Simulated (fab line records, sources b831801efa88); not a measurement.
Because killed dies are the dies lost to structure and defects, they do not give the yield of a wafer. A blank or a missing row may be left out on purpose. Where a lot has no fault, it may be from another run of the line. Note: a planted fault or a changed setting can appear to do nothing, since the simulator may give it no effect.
fab line records ; flow sfqLine ; part 2 of 2: steps 25 to 36 of 36
record: lots: 5; wafers: 15; lastDay: 91
route steps=325 shown M5@203 A5B@209 R5@212 I5@228
lots untouched by any fault: they come from a run of this same line in which no faults occurred
startH: hours from the record's first day to the start of the lot's first wafer shown ; waitH: hours elapsed since this lot's preceding step ; " same as the row above ; L1.1+2: a row that stands for several wafers ; - no value present, or no start provided ; * or withheld: withheld ; < > ~ a bound
route shown NAME@n: NAME is a module with steps in the file, n the number in the route of the first one ; usual: mean/standard deviation taken from wafers without a fault ; same: alike in all rows ; chamber/n: place in a boat ; sites: per-site readings ; _std_site: the values' standard deviation ; _edge_site: inner sites' mean taken away from outer sites' mean ; radiusMm: for every site, how far away it sits from the centre of the wafer ; mask NAME#n: copy n ; behind: the tool/chamber that last shaped the wafer ; hold: why the lot went on hold/how many hours it stayed there/how the hold came to an end ; device: the transistor (n, p or np) that didn't switch ; end of line: the route-end tests of the same wafers ; a step without rows: its recipe alone ; killed: not the wafer's yield, but the dies lost to structure and defects at the first sort ; map: dies across one wafer; x = killed, . = not, _ = none there
set.NAME: the setting as run; set.NAME@STEP: as run at that earlier step ; model.NAME: the simulator's own value behind a step, which no gauge read
lots at some steps of the route; a table a step, a row a wafer
services: a tool's chamber out of use, with start hour (startH, from the record's first day; less than 0 if before it), hours out, and reason
== steps ==
step: SFQ_TRILAYER_R5_STRIP_SOLV_CLEAN_141
recipe: chemistry: NMP; tempC: 70; timeS: 600
usual: bathHeatDutyPct: 13.6/1.5
lot.wafer;tool;chamber;startH;waitH;bathHeatDutyPct
L077.3;wetBench-04;0;1663.96;0.2;12.7
L077.5;wetBench-04;5;1663.96;0.2;14.4
L077.6;wetBench-04;1;1663.96;0.2;16.8
L080.2;wetBench-02;3;1711.79;0.4;14.7
L080.4;wetBench-02;1;1711.79;0.4;13.9
L080.5;wetBench-02;2;1711.79;0.4;12.2
L084.1;wetBench-02;6;1720.42;0.4;12.6
L084.2;wetBench-02;0;1720.42;0.4;11.6
L084.6;wetBench-02;1;1720.42;0.4;12.2
L086.1;wetBench-04;0;1722.82;0.4;11.5
L086.2;wetBench-04;1;1722.82;0.4;16.1
L086.5;wetBench-04;3;1722.82;0.4;11.5
L093.2;wetBench-04;6;1775.62;0.4;11.8
L093.3;wetBench-04;0;1775.62;0.4;12.3
L093.4;wetBench-04;1;1775.62;0.4;16.9
step: SFQ_TRILAYER_A5C_DEP_PECVD_142
recipe: material: SiO2; tempC: 150; timeS: 15.556; pressureTorr: 2.4; rfW: 183.3; precursor: SiH4/N2O; targetThkNm: 70
usual: heaterPowerW: 94/13; throttleValvePct: 24.6/1.3
lot.wafer;tool;chamber;startH;waitH;heaterPowerW;throttleValvePct
L077.3;pecvd-01;2;1664.14;0.0;104;25.4
L077.5;pecvd-01;0;1664.14;0.0;92;25.6
L077.6;pecvd-01;2;1664.14;0.0;104;25.2
L080.2;pecvd-03;2;1711.97;0.0;70;24.7
L080.4;pecvd-03;0;1711.97;0.0;100;27.0
L080.5;pecvd-03;2;1711.97;0.0;71;24.5
L084.1;pecvd-01;0;1720.59;0.0;87;23.7
L084.2;pecvd-01;2;1720.59;0.0;105;23.1
L084.6;pecvd-01;1;1720.59;0.0;108;22.1
L086.1;pecvd-02;1;1722.99;0.0;93;25.4
L086.2;pecvd-02;2;1722.99;0.0;103;25.5
L086.5;pecvd-02;1;1722.99;0.0;93;25.6
L093.2;pecvd-02;1;1775.81;0.0;92;25.4
L093.3;pecvd-02;1;1775.81;0.0;90;25.1
L093.4;pecvd-02;2;1775.81;0.0;107;25.0
step: SFQ_TRILAYER_I5_LITHO_COAT_149
recipe: resist: BARC; spinRpm: 3000; resistThkNm: 62
lot.wafer;tool;chamber;startH;waitH
L077.3+5+6;lithoTrack-01;0;1664.26;0.1
L080.2+4+5;lithoTrack-01;0;1712.05;0.1
L084.1+2+6;lithoTrack-03;0;1720.74;0.1
L086.1+2+5;lithoTrack-02;0;1723.02;0.0
L093.2+3+4;lithoTrack-01;0;1775.90;0.1
step: SFQ_TRILAYER_I5_LITHO_COAT_144
recipe: resist: KrF; spinRpm: 3000; resistThkNm: 650
lot.wafer;tool;chamber;startH;waitH
L077.3+5+6;lithoTrack-01;0;1664.56;0.2
L080.2+4+5;lithoTrack-01;0;1712.35;0.2
L084.1+2+6;lithoTrack-03;0;1721.04;0.2
L086.1+2+5;lithoTrack-02;0;1723.32;0.2
L093.2+3+4;lithoTrack-01;0;1776.20;0.2
step: SFQ_TRILAYER_I5_LITHO_SOFTBAKE_148
recipe: tempC: withheld; timeS: withheld; resist: KrF
lot.wafer;tool;chamber;startH;waitH
L077.3+5+6;lithoTrack-01;0;1664.81;0.2
L080.2+4+5;lithoTrack-01;0;1712.62;0.2
L084.1+2+6;lithoTrack-03;0;1721.34;0.2
L086.1+2+5;lithoTrack-02;0;1723.62;0.2
L093.2+3+4;lithoTrack-01;0;1776.47;0.2
step: SFQ_TRILAYER_I5_LITHO_EXPOSE_145
recipe: maskId: I5; na: 0.6; sourceShape: conventional; sigmaOuter: 0.65; targetCdNm: 700; doseMj: 21.3
usual: exposureDoseMJCm2: 21.298/0.021
lot.wafer;tool;chamber;startH;waitH;mask;exposureDoseMJCm2
L077.3;krfScanner-01;0;1680.24;-;I5#0;21.312
L077.5;krfScanner-01;0;1680.24;-;I5#0;21.332
L077.6;krfScanner-01;0;1680.24;-;I5#0;21.293
L080.2;krfScanner-02;0;1715.84;-;I5#0;21.292
L080.4;krfScanner-02;0;1715.84;-;I5#0;21.264
L080.5;krfScanner-02;0;1715.84;-;I5#0;21.287
L084.1;krfScanner-02;0;1724.46;-;I5#0;21.262
L084.2;krfScanner-02;0;1724.46;-;I5#0;21.329
L084.6;krfScanner-02;0;1724.46;-;I5#0;21.301
L086.1;krfScanner-02;0;1728.06;-;I5#0;21.297
L086.2;krfScanner-02;0;1728.06;-;I5#0;21.263
L086.5;krfScanner-02;0;1728.06;-;I5#0;21.267
L093.2;krfScanner-02;0;1776.98;-;I5#0;21.312
L093.3;krfScanner-02;0;1776.98;-;I5#0;21.316
L093.4;krfScanner-02;0;1776.98;-;I5#0;21.292
step: SFQ_TRILAYER_I5_LITHO_PEB_147
recipe: pebTempC: 115; pebTimeS: 60; resist: KrF
lot.wafer;tool;chamber;startH;waitH
L077.3+5+6;lithoTrack-01;0;1681.09;0.7
L080.2+4+5;lithoTrack-01;0;1716.87;0.8
L084.1+2+6;lithoTrack-01;0;1725.66;1.0
L086.1+2+5;lithoTrack-01;0;1729.26;1.0
L093.2+3+4;lithoTrack-01;0;1778.00;0.8
step: SFQ_TRILAYER_I5_LITHO_DEVELOP_146
recipe: timeS: 60; resist: KrF
lot.wafer;tool;chamber;startH;waitH
L077.3+5+6;lithoTrack-01;0;1681.24;0.1
L080.2+4+5;lithoTrack-01;0;1717.02;0.1
L084.1+2+6;lithoTrack-01;0;1725.81;0.1
L086.1+2+5;lithoTrack-01;0;1729.41;0.1
L093.2+3+4;lithoTrack-01;0;1778.15;0.1
step: SFQ_I5_OVL_MEAS_936
usual: I5_OVL: 2/4.5
lot.wafer;tool;chamber;startH;waitH;I5_OVL[nm]
L077.3;overlay-02;-;1681.35;0.1;-2
L077.5;overlay-02;-;1681.35;0.1;-4
L077.6;overlay-02;-;1681.35;0.1;-3
L080.2;overlay-02;-;1717.15;0.1;-3
L080.4;overlay-02;-;1717.15;0.1;0
L080.5;overlay-02;-;1717.15;0.1;-3
L084.1;overlay-02;-;1725.96;0.1;0
L084.2;overlay-02;-;1725.96;0.1;-2
L084.6;overlay-02;-;1725.96;0.1;-4
L086.1;overlay-02;-;1729.56;0.1;-2
L086.2;overlay-02;-;1729.56;0.1;2
L086.5;overlay-02;-;1729.56;0.1;0
L093.2;overlay-02;-;1778.28;0.1;6
L093.3;overlay-02;-;1778.28;0.1;2
L093.4;overlay-02;-;1778.28;0.1;2
step: SFQ_TRILAYER_I5_BARC_OPEN_VIA_ETCH_200
recipe: maskMaterial: PR; chemistry: O2; targetDepthNm: 125; target: BARC; sourceW: 500; biasW: 80; pressureMtorr: 30; timeS: 41.7
usual: drypumpMotorCurrentA: 5.6/0.4; oesProductAu: 0.685/0.0045
lot.wafer;tool;chamber;startH;waitH;drypumpMotorCurrentA;oesProductAu;rfHoursCounterH
L077.3;rieDiel-04;2;1681.37;0.0;5.5;0.690;15
L077.5;rieDiel-04;1;1681.37;0.0;6.2;0.688;-
L077.6;rieDiel-04;2;1681.37;0.0;5.5;0.682;-
L080.2;rieDiel-01;1;1717.18;0.0;5.4;0.682;14
L080.4;rieDiel-01;3;1717.18;0.0;5.4;0.685;7
L080.5;rieDiel-01;1;1717.18;0.0;5.4;0.690;-
L084.1;rieDiel-03;1;1726.00;0.0;5.6;0.678;11
L084.2;rieDiel-03;3;1726.00;0.0;5.7;0.679;11
L084.6;rieDiel-03;2;1726.00;0.0;4.7;0.690;-
L086.1;rieDiel-01;2;1729.60;0.0;5.5;0.697;13
L086.2;rieDiel-01;3;1729.60;0.0;5.4;0.692;7
L086.5;rieDiel-01;3;1729.60;0.0;5.4;0.686;-
L093.2;rieDiel-04;2;1778.31;0.0;5.4;0.679;17
L093.3;rieDiel-04;3;1778.31;0.0;5.9;0.685;4
L093.4;rieDiel-04;1;1778.31;0.0;6.2;0.690;21
step: SFQ_TRILAYER_I5_ETCH_VIA_ETCH_147
recipe: stopOn: Nb; maskMaterial: PR; chemistry: CHF3; targetDepthNm: 360; sourceW: 500; biasW: 80; pressureMtorr: 30; timeS: withheld
usual: drypumpMotorCurrentA: 5.6/0.4; oesProductAu: 0.989/0.0054
lot.wafer;tool;chamber;startH;waitH;drypumpMotorCurrentA;oesProductAu
L077.3;rieDiel-04;2;1681.41;0.0;5.5;0.991
L077.5;rieDiel-04;1;1681.41;0.0;6.2;0.982
L077.6;rieDiel-04;2;1681.41;0.0;5.5;0.986
L080.2;rieDiel-01;1;1717.22;0.0;5.4;0.990
L080.4;rieDiel-01;3;1717.22;0.0;5.4;0.980
L080.5;rieDiel-01;1;1717.22;0.0;5.4;0.992
L084.1;rieDiel-03;1;1726.04;0.0;5.6;0.985
L084.2;rieDiel-03;3;1726.04;0.0;5.8;0.986
L084.6;rieDiel-03;2;1726.04;0.0;4.7;0.980
L086.1;rieDiel-01;2;1729.64;0.0;5.5;0.988
L086.2;rieDiel-01;3;1729.64;0.0;5.4;1.002
L086.5;rieDiel-01;3;1729.64;0.0;5.4;0.994
L093.2;rieDiel-04;2;1778.35;0.0;5.5;0.995
L093.3;rieDiel-04;3;1778.35;0.0;5.9;0.988
L093.4;rieDiel-04;1;1778.35;0.0;6.2;0.987
step: SFQ_TRILAYER_I5_STRIP_STRIP_148
recipe: gas: O2; powerW: 200; platenTempC: 40; overashFraction: 0.65; chemistry: O2; pressureMtorr: 50
usual: drypumpMotorCurrentA: 6.1/0.33; oesProductAu: 1.002/0.0083
same: overashFraction: 0.65
lot.wafer;tool;chamber;startH;waitH;drypumpMotorCurrentA;oesProductAu;rfHoursCounterH
L077.3;rieMetal-03;0;1681.76;-;6.4;1.018;-
L077.5;rieMetal-03;0;1681.76;-;6.4;1.005;-
L077.6;rieMetal-03;1;1681.76;-;6.0;0.999;-
L080.2;rieMetal-02;0;1717.37;-;6.1;0.996;95
L080.4;rieMetal-02;0;1717.37;-;6.0;0.988;-
L080.5;rieMetal-02;1;1717.37;-;5.6;1.004;-
L084.1;rieMetal-02;0;1726.19;-;6.1;0.990;96
L084.2;rieMetal-02;1;1726.19;-;5.6;1.004;45
L084.6;rieMetal-02;1;1726.19;-;5.6;0.990;-
L086.1;rieMetal-04;0;1729.79;-;6.5;1.016;36
L086.2;rieMetal-04;1;1729.79;-;6.7;1.011;45
L086.5;rieMetal-04;0;1729.79;-;6.4;1.010;-
L093.2;rieMetal-03;1;1778.50;-;6.1;1.005;86
L093.3;rieMetal-03;1;1778.50;-;6.1;0.992;-
L093.4;rieMetal-03;0;1778.50;-;6.4;0.992;-
== services ==
tool;chamber;startH;hours;kind
krfScanner-02;-;1535.08;1.3;pm
krfScanner-01;-;1536.81;1.3;pm
rieMetal-01;1;1554.49;14.8;repair
rieMetal-04;0;1560.95;10.2;repair
pvdSputter-03;-;1566.02;1.8;repair
krfScanner-02;-;1594.14;0.8;pm
pvdSputter-03;-;1613.15;5.4;repair
krfScanner-02;-;1615.73;0.5;repair
krfScanner-02;-;1622.57;1.0;pm
krfScanner-02;-;1667.97;4.4;pm
krfScanner-01;-;1682.99;1.0;pm
rieMetal-01;-;1702.78;0.2;repair
krfScanner-01;-;1705.41;4.4;pm
krfScanner-02;-;1710.74;1.3;pm
krfScanner-01;-;1712.07;1.3;pm
pvdSputter-03;-;1714.90;8.0;repair
krfScanner-02;-;1720.44;4.0;pm
krfScanner-02;-;1740.31;0.5;repair
krfScanner-02;-;1747.44;1.9;repair
krfScanner-02;-;1762.94;0.8;pm
pvdSputter-03;-;1767.51;4.6;repair
pvdSputter-03;-;1771.27;0.5;repair
pvdSputter-03;-;1776.58;1.9;repair
krfScanner-02;-;1778.49;0.9;repair
